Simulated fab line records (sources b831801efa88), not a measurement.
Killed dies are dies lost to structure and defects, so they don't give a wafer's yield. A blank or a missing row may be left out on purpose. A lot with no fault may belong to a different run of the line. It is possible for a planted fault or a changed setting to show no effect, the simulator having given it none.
A sampling plan put to the test	flow sky130	one fab line, 52 faults that these records tell of, each judged on the records of the lots that it struck
The line's own looks make up the plan; these are the steps of the route where a gauge or inspection reads the wafer and leaves it unchanged. Where struck wafers have a number at a look and the file lists that look's usual mean and standard deviation on fault-free wafers, the look can be judged. Caught: at a look after the fault's first step, the mean of the struck wafers lies 4 or more of those standard deviations (sigma) from the usual mean. On the tool: the fault's steps, tested the same way using the tool's own readings. If the struck wafers alone have a blank record, or they carry another recipe, that too counts as caught.

## THE FAULTS, as the simulator had put them in
1. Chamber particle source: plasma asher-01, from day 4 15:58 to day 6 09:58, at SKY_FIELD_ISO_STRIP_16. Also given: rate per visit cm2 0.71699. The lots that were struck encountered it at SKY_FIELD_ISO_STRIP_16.
2. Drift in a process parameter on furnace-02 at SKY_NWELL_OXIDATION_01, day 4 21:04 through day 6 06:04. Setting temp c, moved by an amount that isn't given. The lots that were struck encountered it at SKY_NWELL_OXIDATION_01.
3. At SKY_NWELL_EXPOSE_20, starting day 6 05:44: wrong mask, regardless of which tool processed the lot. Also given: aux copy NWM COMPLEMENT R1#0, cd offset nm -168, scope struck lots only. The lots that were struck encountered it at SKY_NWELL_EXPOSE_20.
4. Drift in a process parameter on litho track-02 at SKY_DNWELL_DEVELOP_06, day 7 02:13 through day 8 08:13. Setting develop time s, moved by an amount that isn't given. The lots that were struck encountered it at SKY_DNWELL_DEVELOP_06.
5. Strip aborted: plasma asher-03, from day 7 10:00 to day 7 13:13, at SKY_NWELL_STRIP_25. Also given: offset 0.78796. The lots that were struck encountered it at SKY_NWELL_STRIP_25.
6. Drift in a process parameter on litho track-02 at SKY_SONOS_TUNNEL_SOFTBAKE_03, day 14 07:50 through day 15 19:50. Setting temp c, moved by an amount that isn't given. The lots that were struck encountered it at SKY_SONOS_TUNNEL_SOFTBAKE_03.
7. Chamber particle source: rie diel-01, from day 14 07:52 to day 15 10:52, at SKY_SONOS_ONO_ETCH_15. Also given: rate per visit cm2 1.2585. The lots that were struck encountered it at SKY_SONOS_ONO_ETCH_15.
8. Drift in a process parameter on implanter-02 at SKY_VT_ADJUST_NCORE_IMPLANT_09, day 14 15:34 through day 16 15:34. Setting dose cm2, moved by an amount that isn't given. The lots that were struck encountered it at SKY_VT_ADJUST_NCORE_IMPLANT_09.
9. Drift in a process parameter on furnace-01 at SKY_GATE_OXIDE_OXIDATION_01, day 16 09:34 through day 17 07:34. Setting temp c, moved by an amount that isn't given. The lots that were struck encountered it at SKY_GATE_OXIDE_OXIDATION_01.
10. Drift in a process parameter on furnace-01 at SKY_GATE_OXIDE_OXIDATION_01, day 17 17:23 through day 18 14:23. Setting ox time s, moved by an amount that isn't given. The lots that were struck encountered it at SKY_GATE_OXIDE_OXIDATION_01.
11. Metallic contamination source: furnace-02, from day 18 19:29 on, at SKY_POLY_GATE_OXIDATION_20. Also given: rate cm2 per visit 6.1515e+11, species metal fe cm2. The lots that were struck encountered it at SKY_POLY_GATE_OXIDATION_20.
12. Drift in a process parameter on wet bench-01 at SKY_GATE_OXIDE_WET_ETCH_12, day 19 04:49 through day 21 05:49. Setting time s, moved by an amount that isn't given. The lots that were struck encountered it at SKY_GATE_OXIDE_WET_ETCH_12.
13. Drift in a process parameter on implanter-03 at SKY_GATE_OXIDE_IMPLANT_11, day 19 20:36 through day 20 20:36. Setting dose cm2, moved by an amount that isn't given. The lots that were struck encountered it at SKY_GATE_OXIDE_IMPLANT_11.
14. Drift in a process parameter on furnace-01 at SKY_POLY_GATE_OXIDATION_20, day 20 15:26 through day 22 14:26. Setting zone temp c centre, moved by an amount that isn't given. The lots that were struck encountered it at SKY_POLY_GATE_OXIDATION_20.
15. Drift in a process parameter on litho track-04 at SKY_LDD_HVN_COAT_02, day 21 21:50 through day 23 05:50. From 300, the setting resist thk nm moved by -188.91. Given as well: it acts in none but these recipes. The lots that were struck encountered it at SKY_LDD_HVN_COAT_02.
16. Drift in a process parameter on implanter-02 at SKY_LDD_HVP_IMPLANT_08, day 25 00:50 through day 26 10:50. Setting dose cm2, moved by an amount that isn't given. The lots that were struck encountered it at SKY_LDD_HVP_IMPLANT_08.
17. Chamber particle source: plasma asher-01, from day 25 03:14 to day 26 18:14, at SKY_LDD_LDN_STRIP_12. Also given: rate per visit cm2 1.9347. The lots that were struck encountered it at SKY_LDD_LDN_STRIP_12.
18. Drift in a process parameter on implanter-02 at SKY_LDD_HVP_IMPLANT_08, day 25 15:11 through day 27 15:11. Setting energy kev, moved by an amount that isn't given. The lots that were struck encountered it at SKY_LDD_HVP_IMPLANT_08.
19. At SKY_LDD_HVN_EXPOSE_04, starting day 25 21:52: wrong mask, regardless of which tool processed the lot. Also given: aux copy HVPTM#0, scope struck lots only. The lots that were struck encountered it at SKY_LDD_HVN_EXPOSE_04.
20. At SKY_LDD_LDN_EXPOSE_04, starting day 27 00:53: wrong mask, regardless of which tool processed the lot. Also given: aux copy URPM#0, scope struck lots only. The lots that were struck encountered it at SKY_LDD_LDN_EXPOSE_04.
21. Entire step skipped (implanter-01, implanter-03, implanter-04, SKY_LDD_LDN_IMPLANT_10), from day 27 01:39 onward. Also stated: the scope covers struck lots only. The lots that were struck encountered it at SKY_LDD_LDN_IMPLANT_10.
22. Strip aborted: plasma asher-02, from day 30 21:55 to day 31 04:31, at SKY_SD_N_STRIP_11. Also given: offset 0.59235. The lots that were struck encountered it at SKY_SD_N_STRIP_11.
23. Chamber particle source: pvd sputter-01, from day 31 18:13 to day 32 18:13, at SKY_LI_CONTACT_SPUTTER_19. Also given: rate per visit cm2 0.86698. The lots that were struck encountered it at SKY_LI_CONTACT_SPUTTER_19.
24. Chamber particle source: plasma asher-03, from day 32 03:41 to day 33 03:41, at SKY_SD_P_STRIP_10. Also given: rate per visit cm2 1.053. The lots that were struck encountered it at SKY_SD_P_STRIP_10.
25. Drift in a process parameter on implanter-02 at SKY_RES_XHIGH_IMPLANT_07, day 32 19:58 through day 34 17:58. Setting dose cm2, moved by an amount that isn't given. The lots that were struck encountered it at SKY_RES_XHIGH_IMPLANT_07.
26. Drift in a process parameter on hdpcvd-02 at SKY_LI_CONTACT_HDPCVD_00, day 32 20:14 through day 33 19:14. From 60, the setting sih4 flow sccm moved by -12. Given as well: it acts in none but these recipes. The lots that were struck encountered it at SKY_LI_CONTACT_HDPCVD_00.
27. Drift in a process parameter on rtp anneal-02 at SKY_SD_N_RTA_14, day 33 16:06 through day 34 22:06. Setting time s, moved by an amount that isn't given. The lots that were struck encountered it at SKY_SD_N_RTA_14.
28. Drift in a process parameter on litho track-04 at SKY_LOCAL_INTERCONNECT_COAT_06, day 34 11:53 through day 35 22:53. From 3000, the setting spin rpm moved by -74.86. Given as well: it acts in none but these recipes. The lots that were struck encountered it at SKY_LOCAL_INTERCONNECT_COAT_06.
29. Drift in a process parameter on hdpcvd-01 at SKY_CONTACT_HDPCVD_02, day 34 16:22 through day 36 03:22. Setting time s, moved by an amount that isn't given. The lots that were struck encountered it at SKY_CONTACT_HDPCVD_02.
30. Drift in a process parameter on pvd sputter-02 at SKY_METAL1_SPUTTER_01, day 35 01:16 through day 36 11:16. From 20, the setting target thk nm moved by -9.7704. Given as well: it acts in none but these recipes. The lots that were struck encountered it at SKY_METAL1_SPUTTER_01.
31. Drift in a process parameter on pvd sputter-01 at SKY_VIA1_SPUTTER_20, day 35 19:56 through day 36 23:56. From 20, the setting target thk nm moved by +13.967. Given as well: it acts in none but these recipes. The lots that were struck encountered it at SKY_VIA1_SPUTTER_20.
32. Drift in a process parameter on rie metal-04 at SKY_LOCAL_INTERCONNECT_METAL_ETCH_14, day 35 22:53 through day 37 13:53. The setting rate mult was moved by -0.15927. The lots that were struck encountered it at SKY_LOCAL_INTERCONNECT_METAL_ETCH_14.
33. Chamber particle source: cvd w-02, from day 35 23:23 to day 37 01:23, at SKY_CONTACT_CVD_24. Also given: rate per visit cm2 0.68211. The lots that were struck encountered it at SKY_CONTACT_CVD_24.
34. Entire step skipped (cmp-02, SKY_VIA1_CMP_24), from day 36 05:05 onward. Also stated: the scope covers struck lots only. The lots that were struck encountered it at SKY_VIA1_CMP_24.
35. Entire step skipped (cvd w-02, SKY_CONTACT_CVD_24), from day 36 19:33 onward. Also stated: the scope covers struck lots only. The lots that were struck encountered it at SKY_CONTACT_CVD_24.
36. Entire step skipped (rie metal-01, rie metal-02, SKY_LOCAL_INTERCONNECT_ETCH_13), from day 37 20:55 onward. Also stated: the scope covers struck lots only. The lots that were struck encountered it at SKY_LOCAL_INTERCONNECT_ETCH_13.
37. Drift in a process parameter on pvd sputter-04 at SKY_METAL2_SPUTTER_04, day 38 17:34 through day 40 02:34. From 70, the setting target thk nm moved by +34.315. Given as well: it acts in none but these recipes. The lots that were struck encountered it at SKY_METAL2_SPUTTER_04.
38. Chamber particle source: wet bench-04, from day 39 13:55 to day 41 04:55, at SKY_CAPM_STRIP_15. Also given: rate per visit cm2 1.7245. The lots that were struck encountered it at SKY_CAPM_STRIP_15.
39. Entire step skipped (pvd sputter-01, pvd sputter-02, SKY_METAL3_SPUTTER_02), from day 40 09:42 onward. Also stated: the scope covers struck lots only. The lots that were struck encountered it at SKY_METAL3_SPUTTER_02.
40. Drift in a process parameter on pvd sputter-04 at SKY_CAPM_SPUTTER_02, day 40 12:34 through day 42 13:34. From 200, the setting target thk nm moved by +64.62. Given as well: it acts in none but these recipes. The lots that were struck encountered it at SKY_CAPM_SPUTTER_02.
41. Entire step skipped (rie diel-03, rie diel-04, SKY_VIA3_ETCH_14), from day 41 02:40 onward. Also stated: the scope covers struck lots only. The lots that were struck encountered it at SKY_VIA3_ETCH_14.
42. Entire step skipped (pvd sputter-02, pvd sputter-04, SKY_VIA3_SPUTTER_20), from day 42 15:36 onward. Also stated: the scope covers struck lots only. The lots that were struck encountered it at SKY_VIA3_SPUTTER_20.
43. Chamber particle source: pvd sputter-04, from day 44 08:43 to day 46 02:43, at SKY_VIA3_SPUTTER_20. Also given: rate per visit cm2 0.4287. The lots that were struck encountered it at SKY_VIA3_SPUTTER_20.
44. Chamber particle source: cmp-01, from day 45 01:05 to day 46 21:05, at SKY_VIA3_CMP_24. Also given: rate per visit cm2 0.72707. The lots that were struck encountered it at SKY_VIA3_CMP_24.
45. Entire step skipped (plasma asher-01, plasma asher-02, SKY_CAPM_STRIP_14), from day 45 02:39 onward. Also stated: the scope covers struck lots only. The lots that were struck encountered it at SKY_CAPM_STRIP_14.
46. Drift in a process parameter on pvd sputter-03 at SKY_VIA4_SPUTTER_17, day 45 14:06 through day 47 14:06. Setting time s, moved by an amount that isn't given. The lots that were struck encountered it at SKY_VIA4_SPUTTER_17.
47. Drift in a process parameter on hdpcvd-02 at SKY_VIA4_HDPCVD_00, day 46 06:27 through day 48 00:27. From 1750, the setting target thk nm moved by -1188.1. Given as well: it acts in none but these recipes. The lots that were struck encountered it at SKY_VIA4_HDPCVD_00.
48. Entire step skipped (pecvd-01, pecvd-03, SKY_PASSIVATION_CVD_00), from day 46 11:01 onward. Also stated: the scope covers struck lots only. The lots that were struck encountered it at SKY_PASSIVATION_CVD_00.
49. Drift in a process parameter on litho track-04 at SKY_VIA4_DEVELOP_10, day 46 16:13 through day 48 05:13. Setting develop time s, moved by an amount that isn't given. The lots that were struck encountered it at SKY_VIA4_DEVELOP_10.
50. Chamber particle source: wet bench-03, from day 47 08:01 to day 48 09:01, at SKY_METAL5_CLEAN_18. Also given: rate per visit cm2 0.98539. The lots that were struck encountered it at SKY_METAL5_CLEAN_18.
51. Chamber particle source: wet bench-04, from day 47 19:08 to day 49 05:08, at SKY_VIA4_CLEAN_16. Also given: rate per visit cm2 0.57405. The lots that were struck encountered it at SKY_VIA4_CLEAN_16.
52. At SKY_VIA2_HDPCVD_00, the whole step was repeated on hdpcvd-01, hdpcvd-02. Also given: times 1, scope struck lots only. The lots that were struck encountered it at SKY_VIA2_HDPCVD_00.

## WHAT THE PLAN SAW
fault	on the tool itself	first look that catches it	reading, sigma	median hours from its first step to that look	hours from the fault's start to the first struck lot there	judged looks passed uncaught
1	under 2 sigma	none of the 2 looks that can be judged after it	-	-	-	2
2	tube center temp C -99 or beyond sigma	SKY_NWELL_THK_MEAS_02	NWELL_OXIDATION_THK -13	1.4	4	0
3	no reading that can be judged	no look after it can be judged	-	-	-	0
4	no reading that can be judged	SKY_DNWELL_TW_MEAS_09	DNWELL_TW -28	1.0	8	0
5	oes product au +45 sigma	SKY_VT_ADJUST_HVTP_TW_MEAS_11	VT_ADJUST_HVTP_TW -60	20.9	24	1
6	heater power total W -44 sigma	not the one look that can be judged after it	-	-	-	1
7	under 2 sigma	none of the 3 looks that can be judged after it	-	-	-	3
8	dose ions cm2 +99 or beyond sigma	SKY_VT_ADJUST_NCORE_TW_MEAS_11	VT_ADJUST_NCORE_TW +7.0	0.2	9	0
9	tube center temp C -73 sigma	not the one look that can be judged after it	strongest: GATE_OXIDE_OXIDATION_00_THK at SKY_GATE_OXIDE_THK_MEAS_02, -3.2	-	-	1
10	under 2 sigma	SKY_GATE_OXIDE_THK_MEAS_02	GATE_OXIDE_OXIDATION_00_THK +14	1.4	8	0
11	under 2 sigma	none of the 6 looks that can be judged after it	-	-	-	6
12	run length s -61 sigma	no look after it can be judged	-	-	-	0
13	dose ions cm2 +99 or beyond sigma	SKY_GATE_OXIDE_TW_MEAS_14	GATE_OXIDE_TW +6.4	0.3	4	0
14	spike tc centre C +36 sigma	SKY_POLY_GATE_THK_MEAS_21	POLY_GATE_OXIDATION_THK +8.6	1.2	11	0
15	no reading that can be judged	SKY_LDD_HVP_TW_MEAS_10	LDD_HVP_TW +76	46.3	59	0
16	dose ions cm2 +99 or beyond sigma	SKY_LDD_HVP_TW_MEAS_10	LDD_HVP_TW +4.2	0.2	0	0
17	under 2 sigma	no look after it can be judged	-	-	-	0
18	beam energy keV +83 sigma	no look after it can be judged	-	-	-	0
19	no reading that can be judged	SKY_LDD_HVN_TW_MEAS_10	LDD_HVN_TW -73	14.3	17	0
20	no reading that can be judged	SKY_LDD_LDN_TW_MEAS_13	LDD_LDN_TW -99 or beyond	14.9	19	0
21	the tool's record is blank for the struck wafers	SKY_LDD_LDN_TW_MEAS_13	LDD_LDN_TW -21	0.4	11	0
22	oes product au -10 sigma	no look after it can be judged	-	-	-	0
23	under 2 sigma	none of the 2 looks that can be judged after it	-	-	-	2
24	under 2 sigma	not the one look that can be judged after it	-	-	-	1
25	dose ions cm2 -99 or beyond sigma	SKY_RES_XHIGH_TW_MEAS_09	RES_XHIGH_TW -15	0.2	6	0
26	sih4 flow sccm -63 sigma	SKY_LI_CONTACT_THK_MEAS_01	LI_CONTACT_HDPCVD_THK -21	0.1	8	0
27	under 2 sigma	SKY_SD_N_RS_MEAS_16	SD_N_RS -99 or beyond	0.2	2	0
28	spin speed rpm -39 sigma	no look after it can be judged	-	-	-	0
29	run length s +11 sigma	SKY_CONTACT_THK_MEAS_03	CONTACT_HDPCVD_THK +5.1	0.1	1	0
30	under 2 sigma	no look after it can be judged	-	-	-	0
31	under 2 sigma	no look after it can be judged	-	-	-	0
32	oes product au -5.8 sigma	no look after it can be judged	-	-	-	0
33	under 2 sigma	none of the 2 looks that can be judged after it	-	-	-	2
34	the tool's record is blank for the struck wafers	no look after it can be judged	-	-	-	0
35	the tool's record is blank for the struck wafers	SKY_CONTACT_RS_MEAS_25	CONTACT_W_RS +99 or beyond	0.1	5	0
36	the tool's record is blank for the struck wafers	no look after it can be judged	-	-	-	0
37	under 2 sigma	SKY_METAL2_THK_MEAS_06	METAL2_ALCU_THK -5.5	0.2	15	1
38	no reading that can be judged	not the one look that can be judged after it	-	-	-	1
39	the tool's record is blank for the struck wafers	no look after it can be judged	-	-	-	0
40	under 2 sigma	SKY_CAPM_RS_MEAS_03	CAPM_TIN_RS -24	0.1	1	0
41	the tool's record is blank for the struck wafers	no look after it can be judged	-	-	-	0
42	the tool's record is blank for the struck wafers	no look after it can be judged	-	-	-	0
43	under 2 sigma	none of the 2 looks that can be judged after it	-	-	-	2
44	under 2 sigma	no look after it can be judged	-	-	-	0
45	the tool's record is blank for the struck wafers	no look after it can be judged	-	-	-	0
46	under 2 sigma	no look after it can be judged	-	-	-	0
47	no reading that can be judged	SKY_VIA4_THK_MEAS_01	VIA4_HDPCVD_THK -72	0.2	5	0
48	the tool's record is blank for the struck wafers	not the one look that can be judged after it	-	-	-	1
49	no reading that can be judged	not the one look that can be judged after it	-	-	-	1
50	no reading that can be judged	no look after it can be judged	-	-	-	0
51	no reading that can be judged	no look after it can be judged	-	-	-	0
52	no reading that can be judged	SKY_VIA2_THK_MEAS_01	VIA2_HDPCVD_THK +90	0.4	-	0
A dash: the fault isn't caught, or these records don't give the number.

Caught at a look: 21 of 52. Caught on the tool: 25 of 52. By one or the other: 35 of 52.
Caught on the tool alone: faults 6, 9, 12, 18, 22, 28, 32, 34, 36, 39, 41, 42, 45, 48.
Caught at a look alone: faults 4, 10, 15, 19, 20, 27, 37, 40, 47, 52.
Caught by neither: faults 1, 3, 7, 11, 17, 23, 24, 30, 31, 33, 38, 43, 44, 46, 49, 50, 51.

## THINNER SAMPLING
In the worst case, this is how late the first struck lot would be measured if the look that catches a fault measured only every second or every third lot, by lot number:
fault	struck lots at that look, in order of time	every lot	every second lot	every third lot
2	L384, L385	4 h	9 h	may miss all 2
4	L740, L743	8 h	27 h	may miss all 2
5	L374	24 h	may miss it	may miss it
8	L685, L686	9 h	15 h	may miss all 2
10	L434, L435	8 h	18 h	may miss all 2
13	L559, L561, L562	4 h	24 h	may miss all 3
14	L892, L895	11 h	46 h	may miss all 2
15	L373, L375	59 h	may miss all 2	may miss all 2
16	L847, L850	0 h	29 h	may miss all 2
19	L706	17 h	may miss it	may miss it
20	L143	19 h	may miss it	may miss it
21	L217, L218, L219	11 h	11 h	18 h
25	L698, L699	6 h	17 h	may miss all 2
26	L427, L429	8 h	may miss all 2	may miss all 2
27	L735, L738	2 h	23 h	may miss all 2
29	L762, L763	1 h	5 h	may miss all 2
35	L682, L683, L684	5 h	8 h	9 h
37	L836, L839	15 h	29 h	may miss all 2
40	L103, L105, L107	1 h	may miss all 3	28 h
47	L408, L410, L411	5 h	16 h	may miss all 3
Hours: fault start to first struck lot measured. The test against the limit of 4 sigma pooled every struck wafer, which means one lot taken alone may stay below that limit. Other struck lots may not be in these records.

## THE LONGEST TIMED WAY FROM STEP TO LOOK
Fault 15: a median of 46.3 hours passes between SKY_LDD_HVN_COAT_02 and SKY_LDD_HVP_TW_MEAS_10. No look between them can be judged.
